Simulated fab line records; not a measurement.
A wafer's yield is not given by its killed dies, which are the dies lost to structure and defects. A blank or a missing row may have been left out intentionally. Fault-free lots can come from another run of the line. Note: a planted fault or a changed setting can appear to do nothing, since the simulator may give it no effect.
Comparing a struck lot with a sound one || flow gf180mcu || 23 steps out of a route of 602
Sound: wafers L431.1, L431.4, L431.5. Struck: wafers L437.1, L437.4, L437.5. The cause is given at the end.
Per side, at each step with rows, come the tool, then ch with its chambers, and then its first start. Under that, the readings that differ: sound wafers || struck wafers || difference of the means || sigmas: that difference in standard deviations of wafers without a fault.
alike: words and numbers the same on both sides, and readings whose means are apart by under 2 such deviations; not compared: readings that were withheld, readings missing a value for some wafer, numbers with overlapping values and no deviation given by the record, and bounds like >300 which may hide the same value.
A row with sigmas, a row that says differs or no value, or rows on one side alone: a step with any of these is where the two part. Numbers that don't overlap but have no deviation are shown without sigmas and don't part them. Lack of a reading on every wafer of one side parts them only where that side has two or more wafers.

first, 5 steps without rows for these wafers: GF_LVPWELL_COAT_02 (resist thk 3000 nm); GF_LVPWELL_SOFTBAKE_03; GF_LVPWELL_EXPOSE_04 (exposes mask LVPWELL, target cd 600 nm); GF_LVPWELL_PEB_05; GF_LVPWELL_DEVELOP_06 (develop time 60 s).
GF_LVPWELL_OVL_MEAS_07:
  sound: overlay-01 at day 5 14:50; struck: overlay-02 at day 6 21:46
  alike: LVPWELL_OVL
then, 2 steps without rows for these wafers: GF_LVPWELL_IMPLANT_08; GF_LVPWELL_IMPLANT_09.
GF_LVPWELL_STRIP_10: strips in O2/N2.
  sound on plasma_asher-03 ch 0,1, day 5 15:10; struck on plasma_asher-01 ch 0, day 6 22:06
  alike: chamber_pressure_mTorr, drypump_motor_current_A, heater_power_w, oes_product_au, strip_time_to_endpoint_s
  not compared: rf_hours_counter_h
GF_LVPWELL_TW_MEAS_11:
  sound: film_metro-03 at day 5 15:16; struck: film_metro-04 at day 6 22:12
{"reading": "LVPWELL_TW", "sound": "564.5 559.8 564.4", "struck": "567.1 567.4 569.6", "difference": "+5.1", "sigmas": "+2"}
then, 2 steps without rows for these wafers: GF_MVSD_DEHYDRATE_00 (time 60 s); GF_MVSD_HMDS_01 (prime time 60 s).
GF_MVSD_COAT_02: resist thk 3000 nm.
  sound on litho_track-04 ch 0, day 5 22:16; struck on litho_track-02 ch 0, day 7 05:07
{"reading": "model.coat_of_MVSD_COAT_02.thk_nm (nm)", "sound": "3014 3009 2998", "struck": "1461 1461 1467", "difference": -1544, "sigmas": ""}
then, 3 steps without rows for these wafers: GF_MVSD_SOFTBAKE_03; GF_MVSD_EXPOSE_04 (exposes mask MVSD, target cd 1000 nm); GF_MVSD_PEB_05.
GF_MVSD_DEVELOP_06: develop time 60 s.
  sound on litho_track-01 ch 0; struck on litho_track-02 ch 0
{"reading": "model.coat_of_MVSD_COAT_02.thk_nm (nm)", "sound": "3012 3008 2997", "struck": "1460 1459 1466", "difference": -1544, "sigmas": ""}
GF_MVSD_OVL_MEAS_07:
  sound: overlay-02 at day 6 05:26; struck: overlay-02 at day 7 12:49
  alike: MVSD_OVL
then, 2 steps without rows for these wafers: GF_MVSD_IMPLANT_08; GF_MVSD_IMPLANT_09.
GF_MVSD_STRIP_10: strips in O2/N2.
  sound on plasma_asher-01 ch 0,1, day 6 05:46; struck on plasma_asher-02 ch 0,1, day 7 13:10
{"reading": "oes_product_au (a.u.)", "sound": "0.725 0.727 0.719", "struck": "0.716 0.711 0.715", "difference": -0.010, "sigmas": -2}
{"reading": "strip_time_to_endpoint_s (s)", "sound": "37.10 37.05 36.93", "struck": "18.99 18.98 19.06", "difference": -18.02, "sigmas": "-99 or more"}
  alike: chamber_pressure_mTorr, drypump_motor_current_A, heater_power_w
  not compared: rf_hours_counter_h
GF_MVSD_TW_MEAS_11:
  sound: film_metro-03 at day 6 05:52; struck: film_metro-03 at day 7 13:16
  alike: MVSD_TW
-- the record jumps here: 25 days lie between the struck wafers' starts before and after (it left off in module MVSD and takes up again in module PASSIVATION, whose first step shown is number 602 of the route) --
GF_PASSIVATION_PROBE_99:
  sound: prober-01 at day 31 08:11; struck: prober-01 at day 32 22:55
{"reading": "model.etest.ldnmos_10p0.r_on_ohm_um", "sound": "3757 3689 3724", "struck": "3636 3618 3664", "difference": -84, "sigmas": ""}
{"reading": "model.etest.ldnmos_10p0.drive_ua_um", "sound": "524.8 536 528.1", "struck": "541.5 547.6 543", "difference": "+14.4", "sigmas": ""}

## WHERE THEY PART
First at GF_LVPWELL_TW_MEAS_11; last, within this record, at GF_MVSD_STRIP_10. Later steps at which nothing parts them and some readings are alike: GF_MVSD_TW_MEAS_11.

WHY: whatever the simulator had introduced
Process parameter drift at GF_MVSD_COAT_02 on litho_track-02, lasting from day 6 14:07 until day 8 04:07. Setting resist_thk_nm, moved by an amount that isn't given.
